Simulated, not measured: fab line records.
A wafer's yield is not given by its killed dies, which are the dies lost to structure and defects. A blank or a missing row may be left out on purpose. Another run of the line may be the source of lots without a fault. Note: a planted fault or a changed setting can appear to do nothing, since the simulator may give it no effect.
The tool behind it: which one?    flow sky130    45 wafers from 15 lots sampled at 6 of the route's 708 steps

== WHAT EACH GAUGE READ, for each wafer ==
SKY_FIELD_ISO_BOW_MEAS_00.
lot   measured     on             INCOMING_BOW (um)
L101  day 1 10:00  film_metro-04  1 3 8
L103  day 1 20:01  film_metro-02  5 5 2
L104  day 2 01:00  film_metro-04  2 1 2
L105  day 2 06:01  film_metro-03  2 -11 -5
L109  day 3 02:02  film_metro-03  0 5 4
L110  day 3 07:00  film_metro-03  1 10 -7
L112  day 3 17:02  film_metro-03  -6 2 -4
L113  day 3 22:00  film_metro-03  -1 1 -2
L114  day 4 03:00  film_metro-03  -3 6 -1
L115  day 4 08:01  film_metro-02  -11 5 -4
L116  day 4 13:00  film_metro-03  1 3 3
L117  day 4 18:00  film_metro-04  -16 4 -12
L121  day 5 14:00  film_metro-02  -6 4 -10
L123  day 6 00:01  film_metro-03  -6 -6 -7
L124  day 6 05:00  film_metro-04  -3 11 0

SKY_LDD_N_TW_MEAS_17.
lot   measured      on             LDD_N_TW
L101  day 17 14:38  film_metro-04  2598 2592 2592
L103  day 18 17:18  film_metro-04  2590 2587 2593
L104  day 18 22:54  film_metro-04  2613 2586 2589
L105  day 19 09:52  film_metro-04  2604 2601 2611
L109  day 20 21:25  film_metro-02  2653 2662 2640
L110  day 21 09:06  film_metro-02  2640 2645 2644
L112  day 22 00:16  film_metro-03  2571 2564 2568
L113  day 22 07:35  film_metro-03  2596 2565 2574
L114  day 22 15:14  film_metro-04  2465 2452 2452
L115  day 22 23:49  film_metro-03  2429 2433 2452
L116  day 23 05:57  film_metro-04  2435 2445 2428
L117  day 23 18:41  film_metro-03  2574 2561 2572
L121  day 25 02:30  film_metro-02  2626 2621 2630
L123  day 25 16:37  film_metro-03  2590 2598 2584
L124  day 25 21:02  film_metro-04  2604 2593 2603

SKY_LI_CONTACT_RS_MEAS_22: uses a four-point probe to measure.
lot   measured      on             LI_CONTACT_W_RS (ohm/sq)
L101  day 28 23:26  film_metro-04  0.2884 0.2894 0.2893
L103  day 29 23:12  film_metro-02  0.2845 0.2810 0.2817
L104  day 30 05:43  film_metro-02  0.2836 0.2849 0.2841
L105  day 30 14:49  film_metro-02  0.2875 0.2891 0.2906
L109  day 32 01:23  film_metro-04  0.2806 0.2823 0.2809
L110  day 32 08:52  film_metro-01  0.2833 0.2858 0.2924
L112  day 32 21:56  film_metro-04  0.2904 0.2889 0.2900
L113  day 33 05:20  film_metro-01  0.2828 0.2826 0.2879
L117  day 34 09:51  film_metro-04  0.2877 0.2858 0.2877
L121  day 35 14:20  film_metro-02  0.2878 0.2838 0.2873
L123  day 36 04:55  film_metro-02  0.2826 0.2868 0.2833
L124  day 36 06:26  film_metro-02  0.2857 0.2825 0.2845

== EACH LOT AND THE TOOL THAT RAN IT (in order: tool; ch and the chambers of the sampled wafers; start) ==
lot   SKY_RES_PROTECT_STRIP_07              SKY_LDD_N_IMPLANT_10             SKY_LDD_N_STRIP_16
L101  plasma_asher-03 ch 0,1, day 15 01:33  implanter-01 ch 0, day 17 13:38  plasma_asher-01 ch 0,1, day 17 14:32
L103  plasma_asher-03 ch 0,1, day 15 21:55  implanter-03 ch 0, day 18 16:19  plasma_asher-02 ch 0,1, day 18 17:11
L104  plasma_asher-02 ch 0,1, day 16 05:49  implanter-01 ch 0, day 18 21:54  plasma_asher-01 ch 0,1, day 18 22:48
L105  plasma_asher-01 ch 0,1, day 16 16:13  implanter-03 ch 0, day 19 08:52  plasma_asher-04 ch 0,1, day 19 09:45
L109  plasma_asher-02 ch 0,1, day 18 01:38  implanter-03 ch 0, day 20 20:27  plasma_asher-02 ch 0,1, day 20 21:20
L110  plasma_asher-03 ch 0,1, day 18 13:49  implanter-03 ch 0, day 21 08:06  plasma_asher-01 ch 1, day 21 09:00
L112  plasma_asher-03 ch 0,1, day 19 06:12  implanter-01 ch 0, day 21 23:18  plasma_asher-02 ch 0,1, day 22 00:11
L113  plasma_asher-03 ch 0,1, day 19 12:58  implanter-01 ch 0, day 22 06:35  plasma_asher-02 ch 0, day 22 07:29
L114  plasma_asher-03 ch 0,1, day 19 20:04  implanter-04, day 22 14:14       plasma_asher-04 ch 1, day 22 15:08
L115  plasma_asher-03 ch 0,1, day 20 05:27  implanter-03, day 22 22:49       plasma_asher-01 ch 0,1, day 22 23:42
L116  plasma_asher-01 ch 0,1, day 20 13:13  implanter-04, day 23 04:57       plasma_asher-04 ch 0,1, day 23 05:51
L117  plasma_asher-01 ch 0,1, day 21 01:11  implanter-03 ch 0, day 23 17:41  plasma_asher-02 ch 0,1, day 23 18:35
L121  plasma_asher-02 ch 0,1, day 22 10:55  implanter-04 ch 0, day 25 01:30  plasma_asher-02 ch 0,1, day 25 02:24
L123  plasma_asher-01 ch 0,1, day 23 01:41  implanter-03 ch 0, day 25 15:37  plasma_asher-02 ch 0,1, day 25 16:30
L124  plasma_asher-01 ch 0,1, day 23 04:46  implanter-03 ch 0, day 25 20:02  plasma_asher-02 ch 0,1, day 25 20:56
- SKY_RES_PROTECT_STRIP_07: strips in O2/N2.
- SKY_LDD_N_IMPLANT_10
- SKY_LDD_N_STRIP_16: strips in O2/N2.

== AS READ BY THE TOOLS THEMSELVES (means over the sampled wafers that have a number; for cases with no such wafer, the mark the record gives instead) ==
SKY_RES_PROTECT_STRIP_07.
lot   tool             drypump_motor_current_A (A)  oes_product_au (a.u.)  strip_time_to_endpoint_s (s)
L101  plasma_asher-03  5.3                          0.516                  23.43
L103  plasma_asher-03  5.4                          0.513                  23.38
L104  plasma_asher-02  5.9                          0.512                  23.38
L105  plasma_asher-01  5.3                          0.516                  23.46
L109  plasma_asher-02  5.9                          0.514                  23.40
L110  plasma_asher-03  5.0                          0.515                  23.50
L112  plasma_asher-03  5.0                          0.516                  23.43
L113  plasma_asher-03  5.4                          0.513                  23.48
L114  plasma_asher-03  5.0                          0.509                  23.38
L115  plasma_asher-03  5.0                          0.517                  23.42
L116  plasma_asher-01  5.3                          0.513                  23.45
L117  plasma_asher-01  5.3                          0.514                  23.41
L121  plasma_asher-02  5.9                          0.512                  23.40
L123  plasma_asher-01  5.3                          0.514                  23.43
L124  plasma_asher-01  5.3                          0.515                  23.38

SKY_LDD_N_IMPLANT_10.
lot   tool          beam_energy_keV  beam_on_s (s)
L101  implanter-01  20.001           10.01
L103  implanter-03  19.993           10.02
L104  implanter-01  19.999           10.01
L105  implanter-03  20.002           9.91
L109  implanter-03  19.999           10.10
L110  implanter-03  19.995           9.89
L112  implanter-01  19.997           10.07
L113  implanter-01  20.003           9.84
L114  implanter-04  -                -
L115  implanter-03  -                -
L116  implanter-04  -                -
L117  implanter-03  20.003           9.95
L121  implanter-04  20.005           10.15
L123  implanter-03  19.997           10.02
L124  implanter-03  20.004           10.04

SKY_LDD_N_STRIP_16.
lot   tool             drypump_motor_current_A (A)  oes_product_au (a.u.)  strip_time_to_endpoint_s (s)
L101  plasma_asher-01  5.3                          0.405                  4.312
L103  plasma_asher-02  6.1                          0.405                  4.325
L104  plasma_asher-01  5.2                          0.404                  4.296
L105  plasma_asher-04  5.8                          0.406                  4.312
L109  plasma_asher-02  6.1                          0.403                  4.297
L110  plasma_asher-01  5.5                          0.409                  4.307
L112  plasma_asher-02  6.1                          0.403                  4.292
L113  plasma_asher-02  6.2                          0.405                  4.312
L114  plasma_asher-04  5.4                          0.406                  4.138
L115  plasma_asher-01  5.1                          0.409                  4.116
L116  plasma_asher-04  6.0                          0.407                  4.118
L117  plasma_asher-02  6.1                          0.408                  4.308
L121  plasma_asher-02  5.9                          0.408                  4.299
L123  plasma_asher-02  5.9                          0.408                  4.299
L124  plasma_asher-02  6.1                          0.409                  4.321

== THE ANSWER, worked out from the rows above alone ==
Rule: usual is defined by the lots themselves. Put in order of their means at a reading, lots are off if they are a third of the lots or fewer, leave a main group of 4 or more, and stand apart from it by a gap of 3 or more times the standard deviation of the main group's means; of several such gaps the widest counts. A main group is skipped when, at the precision printed for the reading in the tables above, its means are all equal. A lot without any number at a reading at which 4 lots or more have one is off too. Any other lot the step has rows for is counted as sound. Order of review: gauges by route order, followed by the tools' own readings, for which a lot's mean as printed above is used. At the first step where some lot is off, the reading lying furthest off is the one used; lots without a number count as furthest.
Off: L114, L115, L116, at SKY_LDD_N_TW_MEAS_17 (LDD_N_TW). Mean 2601 and standard deviation 26 in the main group.
If a tool, at a process step before that reading, ran all the lots that are off and no sound lot after the first of them, it fits. Not tried: the gauges at SKY_LDD_N_TW_MEAS_17; whatever is off there is also off at SKY_LDD_N_IMPLANT_10, on other tools, and gauge error can't account for it. None of those tried fits.

== WHAT THE SIMULATOR HAD INSERTED ==
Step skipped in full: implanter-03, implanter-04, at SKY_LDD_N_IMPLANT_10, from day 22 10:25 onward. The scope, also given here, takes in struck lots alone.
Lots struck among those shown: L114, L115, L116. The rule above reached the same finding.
